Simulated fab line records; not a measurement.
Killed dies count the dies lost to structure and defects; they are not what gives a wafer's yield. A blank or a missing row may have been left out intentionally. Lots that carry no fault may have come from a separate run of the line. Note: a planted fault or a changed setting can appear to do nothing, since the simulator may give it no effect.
Problem report in the 8D (eight disciplines) form, filled by code | flow sfq-line | the parts of the form that need people (team, actions taken, sign-off) are left out

## 1. THE ISSUE
Across 3 wafers from 2 lots, M0_NB_RS at SFQ_M0_RS_MEAS_904 averages 1.062 ohm/sq, while fault-free wafers read 0.888 ohm/sq with a standard deviation of 0.0088. Measured from the usual mean, that is +20 standard deviations.
The step: measures by four-point-probe.
Earliest sighting: wafer L238.2 on film-metro-03 at day 11 17:37. Wafers with a number at this step in the record: 18, from 6 lots. By rule, "out" or "out of limits" means more than 4 standard deviations away from the usual mean. Any other wafer with a number is counted as sound.

## 2. WHAT IT IS; WHAT IT IS NOT
question                    | is                           | is not
which readings at this step | M0_NB_RS                     | -
which lots                  | L238, L241                   | L222, L230, L235, L245
which wafers of those lots  | L238.2, L238.6, L241.4       | L238.1, L241.2, L241.3
read on which gauges        | film-metro-03, film-metro-04 | film-metro-01
when                        | from day 11 17:37            | up to then (10 sound wafers); but 5 sound wafers of L241, L245 came after

## 3. SUSPECTS, AND WHAT RULES EACH OUT
Counting: any tool at a process step up to the reading remains a suspect provided it ran every lot that is out. Sound lots after the first of them don't rule it out here, since some wafers of a struck lot are sound.
- ruled out: the gauge at SFQ_M0_RS_MEAS_904. The wafers that are out were read on 2 gauges (film-metro-03, film-metro-04).
- pvd-sputter-05 at SFQ_TRILAYER_M0_DEP_SPUTTER_019 (material Nb, target thk 200 nm, time 133.3 s): kept. Ran every lot that is out, first one L238 (day 11 17:31); last sound lot up to then L235 (day 9 22:19).
After counting, what remains is pvd-sputter-05 at SFQ_TRILAYER_M0_DEP_SPUTTER_019.

## 4. THE CAUSE (what the simulator had put in)
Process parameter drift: pvd-sputter-05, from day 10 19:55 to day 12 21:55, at SFQ_TRILAYER_M0_DEP_SPUTTER_019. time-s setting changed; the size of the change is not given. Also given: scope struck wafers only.
Only this tool survived the counting.

## 5. THE EFFECT CHAIN, in route order
One row per reading whose mean, taken over the struck wafers that have a number, lies over 3 standard deviations from the usual. Only readings for which the record gives a usual standard deviation are gone through. hours: the time from each lot's start at the first step in this table that gives one to its start at this step, as a median over the lots. sigmas: the change in usual standard deviations.
hours | step                                | reading        | usual        | on struck wafers | change | sigmas
0     | SFQ_M0_RS_MEAS_904                  | M0_NB_RS       | 0.888 ohm/sq | 1.062            | +0.174 | +20
119   | SFQ_TRILAYER_M0_ETCH_METAL_ETCH_024 | oes-product-au | 0.895 a.u.   | 0.810            | -0.085 | -12
It contains these process steps:
- SFQ_TRILAYER_M0_ETCH_METAL_ETCH_024: etches Nb in Cl2/Ar, stops on SiO2, target depth 240 nm, time 120 s.
At these later measuring or inspecting steps, every struck wafer for which the step has a row has a number for every such reading, and none has moved that far: SFQ_M0_OVL_MEAS_906, SFQ_I0_BOW_MEAS_907, SFQ_I0_OVL_MEAS_908, SFQ_M8_BOW_MEAS_951.

## 6. HOW IT WOULD HAVE BEEN CAUGHT EARLIER
22 hours passed between the start of the fault at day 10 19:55 and the first reading out of limits at a measuring or inspecting step in this record, taken at day 11 17:37.
An alarm limit of 4 standard deviations would not have fired on the tool readings at SFQ_TRILAYER_M0_DEP_SPUTTER_019 for which the record gives a usual standard deviation, since none of them was out on any struck wafer.
Among the 2 lots that are out, L241 began SFQ_TRILAYER_M0_DEP_SPUTTER_019 on pvd-sputter-05 after day 11 17:37. Had the tool been put on hold then, it would have been spared.
